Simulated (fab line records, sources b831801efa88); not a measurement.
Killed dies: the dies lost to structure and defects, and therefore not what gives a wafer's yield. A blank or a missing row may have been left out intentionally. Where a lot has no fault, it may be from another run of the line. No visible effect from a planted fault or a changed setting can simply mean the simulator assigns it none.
fab line records	flow sky130
[record] lots = 6	wafers = 18	lastDay = 50
route steps=708 shown METAL3@566 VIA3@573
lots that met no fault: from a run of the same line without faults
startH: the number of hours between the record's first day and the start of the first shown wafer of the lot	waitH: hours from the lot's prior step to this one	" unchanged from the row above	L1.1+2: several wafers, shown together as one row	- no value, or no start was given	* or withheld: withheld	< > ~ a bound
route shown NAME@n: NAME is a module with steps in the file, n the number in the route of the first one	usual: mean/standard deviation taken from wafers without a fault	same: alike in all rows	chamber/n: place in a boat	sites: per-site readings	_std_site: how widely they spread, as a standard deviation	_edge_site: the outer-site mean with the inner-site mean subtracted	radiusMm: for every site, how far away it sits from the centre of the wafer	mask NAME#n: copy n	behind: tool/chamber where the wafer was last shaped	hold: what put the lot on hold/how long, in hours/how the hold closed	device: names the non-switching transistor (n, p or np)	end of line: tests run on the same wafers once the route is complete	a step without rows: its recipe alone	killed: the dies lost at the first sort to structure and to defects; this is not the yield of the wafer	map: a wafer's dies, marking killed ones x, the rest . and places with no die _
set.NAME: the run value of the setting; set.NAME@STEP: its run value at that earlier step	model.NAME: the simulator's own value behind a step, which no gauge read
a table for each step, a row for each wafer; lots at some steps of the route
services: from which hour (startH, from the record's first day; less than 0 if before it) a tool's chamber was out of use, for how many hours, and why
[[steps]]
[step SKY_METAL3_ETCH_16]
[recipe] chemistry = N2/H2	target = BARC	ionEnergyEv = 200	biasW = 100	pressureMtorr = 30	n2FlowSccm = 100	h2FlowSccm = 200	icpW = 500	stopOn = SiO2	timeS = 85.5	targetDepthA = 600
[usual] drypumpMotorCurrentA = 5.28/0.13	h2FlowSccm = 200.0/0.6	oesProductAu = 0.634/0.0047	throttleValvePct = 13.205/0.0099
lot.wafer	tool	chamber	startH	waitH	drypumpMotorCurrentA	h2FlowSccm	oesProductAu	rfHoursCounterH	throttleValvePct
L161.2	rieMetal-01	1	904.69	0.0	5.10	200.6	0.634	10	13.202
L161.4	"	1	"	"	5.12	200.7	0.638	-	13.198
L161.5	"	1	"	"	5.10	201.0	0.631	-	13.211
L167.2	rieMetal-02	0	951.64	0.0	5.36	199.9	0.631	17	13.201
L167.5	"	0	"	"	5.38	200.1	0.629	-	13.213
L167.6	"	1	"	"	5.38	199.6	0.636	-	13.202
L171.1	rieMetal-03	0	974.24	0.0	5.14	200.4	0.638	7	13.204
L171.3	"	0	"	"	5.14	199.8	0.632	-	13.190
L171.6	"	1	"	"	5.39	199.5	0.629	-	13.204
L179.1	rieMetal-03	1	1040.89	0.0	5.40	200.2	0.625	19	13.215
L179.3	"	0	"	"	5.16	200.2	0.628	-	13.205
L179.6	"	1	"	"	5.38	200.1	0.641	-	13.216
L178.3	rieMetal-03	1	1041.12	0.0	5.37	199.9	0.638	-	13.192
L178.4	"	0	"	"	5.16	199.8	0.631	-	13.220
L178.5	"	1	"	"	5.41	199.6	0.632	-	13.210
L180.2	rieMetal-02	1	1041.44	0.0	5.37	200.1	0.635	18	13.202
L180.5	"	0	"	"	5.36	200.8	0.634	-	13.212
L180.6	"	1	"	"	5.38	198.6	0.634	-	13.200
[step SKY_METAL3_ETCH_17]
[recipe] target = SiO2	stopOn = TiN	chemistry = C4F8/O2/Ar	sourceW = 1500	biasW = 1200	pressureMtorr = 40	c4f8FlowSccm = withheld	O2_flow_sccm = 6	Ar_flow_sccm = 300	timeS = 3.9	targetDepthA = 150
[usual] oesProductAu = 0.755/0.0067
lot.wafer	tool	chamber	startH	waitH	oesProductAu	rfHoursCounterH
L161.2	rieDiel-03	2	904.78	0.1	0.755	5
L161.4	"	0	"	"	0.755	13
L161.5	"	1	"	"	0.763	-
L167.2	rieDiel-01	3	951.74	0.1	0.751	5
L167.5	"	0	"	"	0.759	-
L167.6	"	1	"	"	0.761	-
L171.1	rieDiel-01	1	974.33	0.1	0.753	8
L171.3	"	2	"	"	0.762	23
L171.6	"	0	"	"	0.768	-
L179.1	rieDiel-01	1	1040.98	0.1	0.745	10
L179.3	"	3	"	"	0.757	7
L179.6	"	1	"	"	0.750	-
L178.3	rieDiel-03	2	1041.19	0.0	0.753	9
L178.4	"	1	"	"	0.763	19
L178.5	"	2	"	"	0.766	-
L180.2	rieDiel-01	0	1041.54	0.1	0.758	17
L180.5	"	2	"	"	0.759	-
L180.6	"	1	"	"	0.764	-
[step SKY_METAL3_METAL_ETCH_18]
[recipe] targetDepthA = 8450	stopOn = SiO2	overEtchFrac = 0.3	timeS = 183.1	chemistry = Cl2/BCl3	resistSidewallDeg = 88	pressureMtorr = 10	icpW = 900	biasW = 48.5	Cl2_flow_sccm = 60	bcl3FlowSccm = 30
[usual] bcl3FlowSccm = 30.00/0.094	drypumpMotorCurrentA = 5.29/0.12	oesProductAu = 0.867/0.0053	throttleValvePct = 22.266/0.0092
lot.wafer	tool	chamber	startH	waitH	bcl3FlowSccm	drypumpMotorCurrentA	oesProductAu	rfHoursCounterH	throttleValvePct
L161.2	rieMetal-03	0	904.80	0.0	30.10	5.14	0.881	4	22.267
L161.4	"	1	"	"	30.13	5.39	0.871	-	22.269
L161.5	"	1	"	"	30.11	5.39	0.874	-	22.257
L167.2	rieMetal-01	1	951.76	0.0	30.03	5.08	0.869	12	22.281
L167.5	"	1	"	"	30.06	5.09	0.872	-	22.271
L167.6	"	0	"	"	30.04	5.39	0.873	-	22.269
L171.1	rieMetal-02	0	974.35	0.0	30.04	5.34	0.865	18	22.262
L171.3	"	1	"	"	30.17	5.32	0.873	-	22.257
L171.6	"	0	"	"	30.04	5.33	0.866	-	22.263
L179.1	rieMetal-02	0	1041.00	0.0	29.94	5.34	0.874	22	22.262
L179.3	"	0	"	"	30.07	5.32	0.866	-	22.282
L179.6	"	0	"	"	30.01	5.34	0.869	-	22.260
L178.3	rieMetal-01	0	1041.27	0.1	29.92	5.39	0.861	-	22.272
L178.4	"	1	"	"	30.05	5.09	0.870	-	22.251
L178.5	"	0	"	"	29.95	5.41	0.863	-	22.259
L180.2	rieMetal-03	0	1041.56	0.0	29.91	5.13	0.859	11	22.255
L180.5	"	1	"	"	29.92	5.40	0.871	-	22.267
L180.6	"	0	"	"	30.01	5.13	0.869	-	22.269
[step SKY_METAL3_STRIP_19]
[recipe] chemistry = O2/N2	powerW = 1400	pressureMtorr = 1500	platenTempC = withheld	o2FlowSccm = 3000	n2FlowSccm = 300	overashFraction = 0.5
[usual] drypumpMotorCurrentA = 5.5/0.62	oesProductAu = 0.501/0.0059	stripTimeToEndpointS = 6.51/0.08
[same] overashFraction = 0.5
lot.wafer	tool	chamber	startH	waitH	drypumpMotorCurrentA	oesProductAu	rfHoursCounterH	stripTimeToEndpointS
L161.2	plasmaAsher-01	0	904.98	0.1	4.9	0.506	111	6.54
L161.4	"	0	"	"	4.9	0.498	-	6.51
L161.5	"	0	"	"	4.9	0.502	-	6.48
L167.2	plasmaAsher-02	1	951.93	0.1	5.5	0.488	53	6.32
L167.5	"	0	"	"	4.9	0.494	-	6.43
L167.6	"	1	"	"	5.5	0.492	-	6.47
L171.1	plasmaAsher-04	1	974.59	0.2	5.3	0.491	82	6.44
L171.3	"	1	"	"	5.3	0.505	-	6.60
L171.6	"	0	"	"	6.6	0.503	-	6.44
L179.1	plasmaAsher-02	1	1041.18	0.1	5.5	0.503	63	6.50
L179.3	"	0	"	"	4.9	0.495	-	6.48
L179.6	"	1	"	"	5.6	0.496	-	6.45
L178.3	plasmaAsher-01	0	1041.42	0.1	4.9	0.508	-	6.52
L178.4	"	1	"	"	6.1	0.506	-	6.39
L178.5	"	1	"	"	6.1	0.503	-	6.50
L180.2	plasmaAsher-04	0	1041.74	0.1	6.6	0.509	89	6.67
L180.5	"	1	"	"	5.3	0.498	-	6.62
L180.6	"	0	"	"	6.6	0.520	-	6.66
[step SKY_METAL3_STRIP_20]
[recipe] chemistry = postEtchResidueRemover	timeS = 1200	tempC = 72.5
[step SKY_METAL3_CLEAN_21]
[recipe] chemistry = IPA	timeS = 180	tempC = 25
[step SKY_METAL3_CLEAN_22]
[recipe] chemistry = O3/DIW	dry = n2Spin
[step SKY_VIA3_HDPCVD_00]
[recipe] material = SiO2	targetThkNm = 1635	sigmaOpenFrac = 0.3	timeS = 272.5	tempC = 400	sih4FlowSccm = 60	pressureMtorr = 6
[step SKY_VIA3_THK_MEAS_01]
[recipe] reads = SiO2_of_VIA3_HDPCVD_00
[usual] VIA3_HDPCVD_THK = 1630/17
lot.wafer	tool	chamber	startH	waitH	VIA3_HDPCVD_THK[nm]
L161.2	filmMetro-01	-	905.87	0.1	1646
L161.4	"	-	"	"	1621
L161.5	"	-	"	"	1622
L167.2	filmMetro-02	-	952.71	0.1	1633
L167.5	"	-	"	"	1645
L167.6	"	-	"	"	1630
L171.1	filmMetro-04	-	975.54	0.1	1624
L171.3	"	-	"	"	1612
L171.6	"	-	"	"	1620
L179.1	filmMetro-01	-	1042.00	0.1	1639
L179.3	"	-	"	"	1603
L179.6	"	-	"	"	1606
L178.3	filmMetro-01	-	1042.17	0.1	1629
L178.4	"	-	"	"	1614
L178.5	"	-	"	"	1609
L180.2	filmMetro-04	-	1042.59	0.1	1603
L180.5	"	-	"	"	1587
L180.6	"	-	"	"	1593
[step SKY_VIA3_CMP_02]
[recipe] material = SiO2	downForcePsi = 4	platenRpm = 60	padVelocityMS = 0.94248
[usual] edgeZonePressureFrac = 1.000/0.0051	motorCurrentA = 12.6/1.1
lot.wafer	tool	chamber	startH	waitH	edgeZonePressureFrac	motorCurrentA
L161.4	cmp-01	1	905.97	0.1	1.003	12.5
L161.2	"	3	"	"	1.002	14.6
L161.5	"	0	"	"	1.002	12.2
L167.2	cmp-02	0	952.76	0.0	0.996	13.9
L167.6	"	0	"	"	0.991	13.3
L167.5	"	1	"	"	1.005	12.9
L171.3	cmp-02	2	975.65	0.1	1.002	10.0
L171.1	"	3	"	"	0.996	11.8
L171.6	"	1	"	"	1.004	13.0
L179.3	cmp-02	0	1042.28	0.2	0.998	13.3
L179.1	"	1	"	"	1.014	14.1
L179.6	"	0	"	"	0.999	13.5
L178.4	cmp-01	3	1042.75	0.6	1.004	14.2
L178.3	"	1	"	"	1.002	12.2
L178.5	"	2	"	"	1.008	11.5
L180.2	cmp-01	0	1043.00	0.4	1.001	12.7
L180.6	"	0	"	"	1.007	12.5
L180.5	"	1	"	"	1.002	12.3
[step SKY_VIA3_BOW_MEAS_03]
[recipe] mode = bow
[usual] VIA3_BOW = 82/8
lot.wafer	tool	chamber	startH	waitH	VIA3_BOW[um]
L161.2	filmMetro-04	-	906.24	0.1	90
L161.4	"	-	"	"	89
L161.5	"	-	"	"	79
L167.2	filmMetro-04	-	953.08	0.3	74
L167.5	"	-	"	"	84
L167.6	"	-	"	"	73
L171.1	filmMetro-02	-	975.90	0.1	96
L171.3	"	-	"	"	93
L171.6	"	-	"	"	87
L179.1	filmMetro-01	-	1042.58	0.2	68
L179.3	"	-	"	"	79
L179.6	"	-	"	"	73
L178.3	filmMetro-02	-	1043.04	0.1	76
L178.4	"	-	"	"	71
L178.5	"	-	"	"	71
L180.2	filmMetro-01	-	1043.32	0.3	78
L180.5	"	-	"	"	68
L180.6	"	-	"	"	86
[step SKY_VIA3_DEHYDRATE_04]
[recipe] tempC = 200	timeS = 60
[step SKY_VIA3_HMDS_05]
[recipe] primeTimeS = 60	primeTempC = 120
[usual] chillPlateTempC = 22.99/0.11	primeTempC = 119.97/0.12
lot.wafer	tool	chamber	startH	waitH	chillPlateTempC	primeTempC
L161.2	lithoTrack-01	0	918.44	0.1	22.90	119.95
L161.4	"	0	"	"	22.79	119.88
L161.5	"	0	"	"	22.88	119.87
L167.2	lithoTrack-02	0	964.67	0.1	23.10	120.02
L167.5	"	0	"	"	23.26	120.04
L167.6	"	0	"	"	22.94	119.88
L171.1	lithoTrack-04	0	988.02	0.1	22.95	120.10
L171.3	"	0	"	"	22.96	119.86
L171.6	"	0	"	"	22.97	119.91
L179.1	lithoTrack-02	0	1052.75	0.1	22.89	118.66
L179.3	"	0	"	"	22.86	118.67
L179.6	"	0	"	"	22.90	118.45
L178.3	lithoTrack-04	0	1052.92	0.1	22.79	120.05
L178.4	"	0	"	"	23.16	119.94
L178.5	"	0	"	"	22.97	119.97
L180.2	lithoTrack-02	0	1053.57	0.1	23.32	118.54
L180.5	"	0	"	"	22.93	118.73
L180.6	"	0	"	"	23.10	118.44
[step SKY_VIA3_COAT_06]
[recipe] resist = BARC	tempC = withheld	timeS = withheld	spinRpm = 3000	resistThkNm = 60
[[services]]
tool	chamber	startH	hours	kind
rieDiel-01	1	892.57	3.4	repair
plasmaAsher-01	-	905.74	4.1	repair
rieMetal-02	-	911.49	0.7	repair
plasmaAsher-01	-	913.01	3.3	repair
cmp-02	-	914.81	5.0	pm
cmp-01	-	920.84	4.0	pm
cmp-01	-	924.84	-	consumableReplace:conditioner
cmp-02	-	924.84	12.0	pm
cmp-01	-	929.32	5.5	repair
rieDiel-01	2	932.46	9.6	repair
rieDiel-01	-	948.90	2.8	pm
cmp-01	-	961.95	1.5	repair
plasmaAsher-01	-	969.09	14.6	pm
rieMetal-01	-	972.93	1.4	pm
rieDiel-01	3	974.73	2.5	repair
cmp-01	-	977.06	7.3	pm
rieMetal-02	-	980.57	0.7	repair
cmp-02	-	997.86	1.8	repair
rieDiel-01	2	1012.72	1.4	repair
rieDiel-03	0	1025.74	2.8	repair
rieDiel-03	3	1030.00	6.4	repair
rieDiel-01	0	1042.30	1.6	repair
rieMetal-01	-	1043.05	17.6	repair
rieDiel-03	1	1052.36	5.1	repair
[[key]]
[firstSign] step = SKY_VIA3_HMDS_05	reading = primeTempC	direction = down	sigmas = 11	usual = *	struck = *
effect none on later readings
metAt SKY_VIA3_HMDS_05
struckWafers L179.1,L179.3,L179.6,L180.2,L180.5,L180.6
sortLeftOut L179.1,L179.3,L179.6,L180.2,L180.5,L180.6
onsetBetween 964.67 1052.75
[fault] kind = processParameterDrift	tool = lithoTrack-02	chamber = -	onsetH = 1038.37	steps = SKY_VIA3_HMDS_05	channel = primeTempC	offset = *	shape = step	endH = 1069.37	actsIn = *	stated = *
// sortLeftOut: the simulated sort isn't trusted on such a fault, so these wafers' sort isn't shown, and their yield isn't known
